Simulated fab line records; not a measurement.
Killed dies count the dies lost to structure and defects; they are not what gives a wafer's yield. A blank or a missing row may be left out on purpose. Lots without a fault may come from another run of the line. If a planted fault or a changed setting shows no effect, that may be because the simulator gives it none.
Matching of chambers -- flow sfq-line -- rie-diel-01 running SFQ_TRILAYER_I1_VIA_ETCH_VIA_ETCH_052: 4 sister chambers
The step etches SiO2 in CHF3, stops on Nb, target depth 260 nm. 4 wafers are shown with their chamber, then 7 later ones without.

## WAFERS, EACH WITH ITS CHAMBER
wafer,chamber,drypump-motor-current-A (A)
L931.2,0,5.5
L934.4,1,5.2
L936.1,3,5.9
L936.3,2,6.0

## WAFERS WHOSE CHAMBER IS MISSING
wafer,drypump-motor-current-A (A)
L936.6,5.9
L937.3,5.1
L937.4,5.9
L937.6,5.1
L950.1,5.1
L950.2,5.9
L950.3,5.5

## CHAMBER TAKEN BY EACH
wafer,from the rows above,in truth
L936.6,can't be placed: 3 or 2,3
L937.3,1,1
L937.4,can't be placed: 3 or 2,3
L937.6,1,1
L950.1,1,1
L950.2,can't be placed: 3 or 2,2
L950.3,0,0
Correct placement for 4 of the 7. Cannot be placed on the basis of these rows: 3; the candidates contain the true chamber in 3. Number placed wrongly: 0.
How it was worked out, from the rows above alone: a wafer's distance from a chamber is the root of the sum, over the readings, of the square of ((its reading less the chamber's mean) divided by the reading's scatter). The wafer belongs to the nearest chamber; if the next one is less than 2 further off, it can't be placed. Each chamber's mean is taken over the wafers shown for it. The scatter: with one shown wafer a chamber, the root of the mean of the squares of how far each hidden wafer lies from its nearest shown one.
